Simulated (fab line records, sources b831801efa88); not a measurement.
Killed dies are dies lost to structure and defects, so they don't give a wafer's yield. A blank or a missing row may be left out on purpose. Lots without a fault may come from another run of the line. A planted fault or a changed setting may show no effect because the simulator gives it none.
Chamber matching | flow sky130 | SKY_CONTACT_CVD_00 on pecvd-02: 3 sister chambers
The step deposits Si3N4, target thk 75 nm. 3 wafers are shown with their chamber, then 9 later ones without.

WAFERS WITH THEIR CHAMBER
wafer  | chamber | heater_power_w (W)
L086.4 | 0       | 654
L089.1 | 2       | 696
L089.5 | 1       | 716

WAFERS WITHOUT THEIR CHAMBER
wafer  | heater_power_w (W)
L091.1 | 716
L091.3 | 635
L091.6 | 736
L093.2 | 651
L093.4 | 654
L093.6 | 615
L095.2 | 830
L095.3 | 682
L095.4 | 691

WHICH CHAMBER EACH WENT THROUGH
wafer  | from the rows above          | in truth
L091.1 | can't be placed: 1 or 2 or 0 | 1
L091.3 | can't be placed: 0 or 2 or 1 | 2
L091.6 | can't be placed: 1 or 2 or 0 | 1
L093.2 | can't be placed: 0 or 2 or 1 | 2
L093.4 | can't be placed: 0 or 2 or 1 | 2
L093.6 | can't be placed: 0 or 2 or 1 | 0
L095.2 | can't be placed: 1 or 2 or 0 | 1
L095.3 | can't be placed: 2 or 0 or 1 | 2
L095.4 | can't be placed: 2 or 1 or 0 | 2
Placed correctly: 0 of 9. Can't be placed from these rows: 9 (the true chamber is among the candidates in 9). Placed wrongly: 0.
How it was worked out, from the rows above alone: a wafer's distance from a chamber is the root of the sum, over the readings, of the square of ((its reading less the chamber's mean) divided by the reading's scatter). The wafer belongs to the nearest chamber; if the next one is less than 2 further off, it can't be placed. A chamber's mean is the mean of its shown wafers. The scatter: with one shown wafer a chamber, the root of the mean of the squares of how far each hidden wafer lies from its nearest shown one.
